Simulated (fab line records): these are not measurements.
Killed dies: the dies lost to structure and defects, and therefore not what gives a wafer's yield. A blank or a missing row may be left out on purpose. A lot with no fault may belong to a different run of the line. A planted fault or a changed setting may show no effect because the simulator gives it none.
Which tool is to blame? | flow sky130 | 24 lots with 72 wafers sampled at 4 steps, on a route of 708 steps

## WHAT THE GAUGES SHOWED, per wafer
SKY_METAL2_THK_MEAS_06: measures by xrf.
lot  | measured     | on           | METAL2_ALCU_THK (nm)
L074 | day 35 01:43 | filmMetro-01 | 245 243 245
L075 | day 35 03:56 | filmMetro-01 | 245 244 248
L077 | day 35 04:58 | filmMetro-03 | 245 246 248
L076 | day 35 05:50 | filmMetro-02 | 247 244 241
L078 | day 37 01:55 | filmMetro-01 | 247 245 245
L079 | day 37 02:56 | filmMetro-03 | 247 245 251
L080 | day 37 03:15 | filmMetro-01 | 245 243 240
L081 | day 37 04:05 | filmMetro-01 | 251 251 250
L082 | day 37 05:15 | filmMetro-02 | 247 245 247
L084 | day 37 11:49 | filmMetro-02 | 248 248 245
L083 | day 37 14:48 | filmMetro-02 | 239 242 241
L085 | day 37 15:38 | filmMetro-02 | 244 248 246
L086 | day 37 16:19 | filmMetro-03 | 247 253 252
L087 | day 38 02:49 | filmMetro-01 | 246 248 246
L088 | day 38 15:25 | filmMetro-03 | 250 246 250
L089 | day 38 17:12 | filmMetro-01 | 241 246 252
L090 | day 39 07:29 | filmMetro-03 | 250 246 253
L091 | day 39 11:56 | filmMetro-03 | 248 245 247
L092 | day 39 15:03 | filmMetro-03 | 249 245 245
L093 | day 40 06:53 | filmMetro-03 | 253 254 251
L094 | day 40 08:11 | filmMetro-01 | 248 246 244
L095 | day 40 18:44 | filmMetro-02 | 242 240 246
L096 | day 40 22:44 | filmMetro-02 | 242 248 246
L097 | day 41 04:26 | filmMetro-01 | 240 244 245

SKY_CAPM_OVL_MEAS_12.
lot  | measured     | on         | CAPM_OVL (nm)
L074 | day 38 10:50 | overlay-02 | -1.4 -1.6 -1.7
L075 | day 38 12:31 | overlay-01 | 0.6 1.5 -0.6
L077 | day 38 13:04 | overlay-01 | 1.8 -0.3 -0.8
L076 | day 38 14:47 | overlay-01 | -1.3 -1.0 -1.2
L078 | day 40 08:16 | overlay-02 | -0.8 -1.5 0.0
L079 | day 40 08:34 | overlay-01 | -0.4 1.9 1.3
L080 | day 40 11:07 | overlay-01 | -0.3 -0.5 -0.8
L081 | day 40 10:40 | overlay-01 | 0.5 0.0 -1.9
L082 | day 40 11:34 | overlay-02 | -0.3 -2.0 -0.4
L084 | day 40 17:34 | overlay-02 | 0.6 -0.4 -0.5
L083 | day 40 21:10 | overlay-01 | 0.7 0.2 0.2
L085 | day 40 22:07 | overlay-02 | -1.5 -0.2 -1.6
L086 | day 40 22:14 | overlay-01 | -2.2 -0.4 0.9
L087 | day 41 08:56 | overlay-01 | 0.1 -0.2 1.8
L088 | day 41 19:13 | overlay-01 | -2.0 -3.2 -1.6
L089 | day 41 20:17 | overlay-01 | -1.2 -1.1 -1.6
L090 | day 42 11:25 | overlay-02 | 0.0 -1.4 -0.6
L091 | day 42 14:46 | overlay-02 | -2.6 -1.4 -1.0
L092 | day 42 18:31 | overlay-01 | 0.2 0.3 0.4
L093 | day 43 08:16 | overlay-02 | 0.9 2.8 1.3
L094 | day 43 10:59 | overlay-02 | -1.5 -0.7 -0.2
L095 | day 43 20:25 | overlay-01 | 2.3 0.1 0.6
L096 | day 43 21:52 | overlay-02 | -1.9 -1.4 0.1
L097 | day 44 04:43 | overlay-01 | 0.7 0.5 -0.6

SKY_VIA3_CD_MEAS_12: target cd 200 nm.
lot  | measured     | on       | cdNm (nm)
L074 | day 40 14:40 | cdSem-01 | 198.9 198.2 199.3
L075 | day 40 15:37 | cdSem-02 | 199.5 198.6 198.5
L077 | day 40 16:14 | cdSem-02 | 199.9 201.7 200.5
L076 | day 40 17:43 | cdSem-02 | 201.5 199.6 201.6
L078 | day 42 10:47 | cdSem-02 | 198.7 197.8 200.0
L079 | day 42 10:49 | cdSem-01 | 198.1 198.7 199.4
L080 | day 42 14:01 | cdSem-01 | 197.8 196.6 197.6
L081 | day 42 12:52 | cdSem-02 | 198.8 200.3 199.6
L082 | day 42 14:22 | cdSem-02 | 199.8 200.3 199.8
L084 | day 42 19:35 | cdSem-01 | 200.3 199.1 200.0
L083 | day 42 22:02 | cdSem-02 | 199.6 198.5 198.8
L085 | day 42 23:10 | cdSem-02 | 200.5 200.0 200.8
L086 | day 43 00:21 | cdSem-01 | 197.3 198.7 198.0
L087 | day 43 09:23 | cdSem-01 | 199.5 197.4 198.7
L088 | day 43 18:38 | cdSem-01 | 197.9 195.9 198.5
L089 | day 43 19:50 | cdSem-02 | 197.5 196.5 197.4
L090 | day 44 09:58 | cdSem-01 | 199.4 198.8 200.6
L091 | day 44 12:58 | cdSem-01 | 202.3 200.7 201.9
L092 | day 44 17:28 | cdSem-01 | 201.9 202.8 201.1
L093 | day 45 06:19 | cdSem-02 | 197.9 196.8 198.9
L094 | day 45 09:52 | cdSem-01 | 200.4 199.0 200.3
L095 | day 45 19:07 | cdSem-02 | 203.0 203.3 201.9
L096 | day 45 20:13 | cdSem-02 | 200.1 199.0 199.4
L097 | day 46 02:05 | cdSem-01 | 200.7 201.1 198.8

## WHICH TOOL RAN EACH LOT (tool, then ch and the chambers of the sampled wafers, then the start)
lot  | SKY_METAL2_DESCUM_17
L074 | rieMetal-03 ch 0,1, day 36 04:13
L075 | rieMetal-02 ch 0,1, day 36 06:34
L077 | rieMetal-03 ch 0,1, day 36 07:13
L076 | rieMetal-01 ch 0,1, day 36 08:10
L078 | rieMetal-01 ch 0,1, day 38 03:22
L079 | rieMetal-02 ch 0,1, day 38 04:28
L080 | rieMetal-01 ch 0,1, day 38 04:49
L081 | rieMetal-03 ch 0,1, day 38 05:10
L082 | rieMetal-01 ch 0,1, day 38 06:55
L084 | rieMetal-01 ch 0,1, day 38 13:34
L083 | rieMetal-02 ch 0,1, day 38 16:49
L085 | rieMetal-03 ch 0,1, day 38 17:35
L086 | rieMetal-01 ch 0,1, day 38 17:59
L087 | rieMetal-02 ch 0,1, day 39 04:07
L088 | rieMetal-03 ch 1, day 39 16:13
L089 | rieMetal-03 ch 0,1, day 39 17:56
L090 | rieMetal-03 ch 0, day 40 07:49
L091 | rieMetal-01 ch 0,1, day 40 11:38
L092 | rieMetal-01 ch 0,1, day 40 15:25
L093 | rieMetal-03 ch 0,1, day 41 06:56
L094 | rieMetal-03 ch 0,1, day 41 08:41
L095 | rieMetal-02 ch 0, day 41 19:01
L096 | rieMetal-02 ch 0, day 41 22:46
L097 | rieMetal-02 ch 0, day 42 04:37
- SKY_METAL2_DESCUM_17: chemistry O2, time 8 s.

## WHAT THE TOOLS THEMSELVES READ (means of the sampled wafers that have a number; where no wafer has one, the mark that the record gives instead)
SKY_METAL2_DESCUM_17.
lot  | tool        | drypumpMotorCurrentA (A) | oesProductAu (a.u.)
L074 | rieMetal-03 | 5.2                      | 1.009
L075 | rieMetal-02 | 6.2                      | 1.012
L077 | rieMetal-03 | 5.8                      | 1.001
L076 | rieMetal-01 | 5.3                      | 0.993
L078 | rieMetal-01 | 5.3                      | 1.002
L079 | rieMetal-02 | 6.2                      | 1.010
L080 | rieMetal-01 | 5.2                      | 1.014
L081 | rieMetal-03 | 5.2                      | 1.013
L082 | rieMetal-01 | 5.3                      | 1.004
L084 | rieMetal-01 | 5.3                      | 1.011
L083 | rieMetal-02 | 6.2                      | 1.008
L085 | rieMetal-03 | 5.7                      | 1.009
L086 | rieMetal-01 | 5.3                      | 1.003
L087 | rieMetal-02 | 6.2                      | 1.014
L088 | rieMetal-03 | 6.2                      | 1.000
L089 | rieMetal-03 | 5.2                      | 1.011
L090 | rieMetal-03 | 4.7                      | 1.013
L091 | rieMetal-01 | 5.3                      | 0.993
L092 | rieMetal-01 | 5.3                      | 0.994
L093 | rieMetal-03 | 5.2                      | 1.009
L094 | rieMetal-03 | 5.2                      | 1.008
L095 | rieMetal-02 | 6.4                      | 1.009
L096 | rieMetal-02 | 6.4                      | 1.010
L097 | rieMetal-02 | 6.4                      | 0.995

## THE ANSWER, worked out from the rows above alone
Rule: the lots themselves supply what counts as usual. The widest of any qualifying gaps counts: lots, ordered by their means at a reading, are off when they make up no more than a third of the lots, leave a main group of 4 or more, and stand apart from it by 3 or more times the standard deviation of that group's means. A main group is skipped when, at the precision printed for the reading in the tables above, its means are all equal. Also off: a lot with no number at a reading for which 4 or more lots have one. The other lots that the step has rows for count as sound. The gauges are gone through in route order, then the tools' own readings, and for those a lot's mean is taken as printed above. The first step at which some lot is off is used, and at that step the reading that is off furthest; a lot without a number counts as furthest.
No lot is off at any reading shown: from this, nothing can be told.

## WHAT WAS PUT IN BY THE SIMULATOR
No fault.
